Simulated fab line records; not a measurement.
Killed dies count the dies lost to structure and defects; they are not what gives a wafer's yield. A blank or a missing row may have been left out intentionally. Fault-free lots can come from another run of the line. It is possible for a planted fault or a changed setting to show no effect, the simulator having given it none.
The tool behind it: which one? ; flow sky130 ; 11 lots with 32 wafers sampled at 3 steps, on a route of 708 steps

## WHAT EACH GAUGE READ, for each wafer
SKY_DNWELL_TW_MEAS_09. Usual: DNWELL_TW typically reads 1116, with standard deviation 12.
lot;measured;on;DNWELL_TW;flag
L728;day 3 08:15;film-metro-01;1124 1121 1122;
L729;day 3 12:36;film-metro-01;1121 1118 1119;
L731;day 3 20:46;film-metro-04;1139 1136 1139;
L732;day 4 02:21;film-metro-01;1112 1105 1115;
L733;day 4 09:05;film-metro-01;1124 1122 1123;
L734;day 4 16:10;film-metro-01;1116 1112 1112;
L735;day 4 20:40;film-metro-04;1135 1129 1132;
L736;day 5 02:37;film-metro-04;1142 1140 1141;
L739;day 5 20:13;film-metro-01;1115 1112 1119;
L742;day 6 12:25;film-metro-03;1104 1102;
L751;day 8 06:07;film-metro-03;1111 1111 1115;

SKY_LDD_LDN_OVL_MEAS_07. Usual: LDD_LDN_OVL typically reads -0.4 nm, with standard deviation 1.5.
lot;measured;on;LDD_LDN_OVL (nm);flag
L728;day 23 17:21;overlay-01;-0.1 -0.4 -0.4;
L729;day 24 08:20;overlay-01;1.1 -1.5 -2.3;
L731;day 24 19:11;overlay-01;-3.6 -2.8 -2.4;
L732;day 25 06:23;overlay-02;1.0 1.3 -1.0;
L733;day 25 12:46;overlay-01;-2.0 -1.7 2.2;
L734;day 25 20:59;overlay-01;-2.7 -3.0 -3.2;
L735;day 26 07:02;overlay-02;1.9 1.8 -0.3;
L736;day 27 01:41;overlay-01;-0.4 -1.4 -2.1;
L739;day 28 05:40;overlay-01;-2.8 -1.6 -0.5;
L742;day 29 10:01;overlay-01;1.1 0.0;
L751;day 31 17:26;overlay-01;1.4 -1.2 -1.5;

## WHICH TOOL RAN EACH LOT (tool, then ch and the chambers of the sampled wafers, then the start)
lot;SKY_PWDE_STRIP_09
L728;plasma-asher-01 ch 0,1, day 4 01:46
L729;plasma-asher-01 ch 0,1, day 4 06:04
L731;plasma-asher-02 ch 0,1, day 4 15:05
L732;plasma-asher-03 ch 0,1, day 4 19:55
L733;plasma-asher-03 ch 0,1, day 5 03:31
L734;plasma-asher-01 ch 0,1, day 5 09:29
L735;plasma-asher-01 ch 0,1, day 5 14:26
L736;plasma-asher-01 ch 0,1, day 5 20:40
L739;plasma-asher-03 ch 0,1, day 6 15:33
L742;plasma-asher-02 ch 0,1, day 7 08:22
L751;plasma-asher-01 ch 0,1, day 9 04:08
- SKY_PWDE_STRIP_09: strips in O2/N2.

## WHAT THE TOOLS THEMSELVES READ (means of the sampled wafers that have a number; where no wafer has one, the mark that the record gives instead)
SKY_PWDE_STRIP_09. Usual: drypump-motor-current-A 5.8 A, standard deviation 0.48; oes-product-au 0.723 a.u., standard deviation 0.0043; strip-time-to-endpoint-s 37.00 s, standard deviation 0.11.
lot;tool;drypump-motor-current-A (A);oes-product-au (a.u.);strip-time-to-endpoint-s (s);flag
L728;plasma-asher-01;5.7;0.724;36.99;
L729;plasma-asher-01;5.9;0.723;36.99;
L731;plasma-asher-02;5.2;0.719;37.19;
L732;plasma-asher-03;5.8;0.723;36.99;
L733;plasma-asher-03;6.0;0.723;37.12;
L734;plasma-asher-01;5.7;0.725;37.13;
L735;plasma-asher-01;5.9;0.726;37.07;
L736;plasma-asher-01;5.7;0.721;36.97;
L739;plasma-asher-03;5.8;0.726;36.88;
L742;plasma-asher-02;5.5;0.720;36.86;
L751;plasma-asher-01;5.9;0.721;37.08;

## THE ANSWER, worked out from the rows above alone
Rule: lot off if the mean of its wafers having a number is beyond 3 standard deviations from the usual mean. A lot without any number at a reading at which 4 lots or more have one is off too. The other lots that the step has rows for count as sound. After the gauges, taken in route order, come the tools' own readings; for these a lot's mean is taken, as printed above. The first step at which some lot is off is used, and at that step the reading that is off furthest; a lot without a number counts as furthest.
None of the lots is off at any reading shown; this tells nothing.

## WHAT THE SIMULATOR HAD PUT IN
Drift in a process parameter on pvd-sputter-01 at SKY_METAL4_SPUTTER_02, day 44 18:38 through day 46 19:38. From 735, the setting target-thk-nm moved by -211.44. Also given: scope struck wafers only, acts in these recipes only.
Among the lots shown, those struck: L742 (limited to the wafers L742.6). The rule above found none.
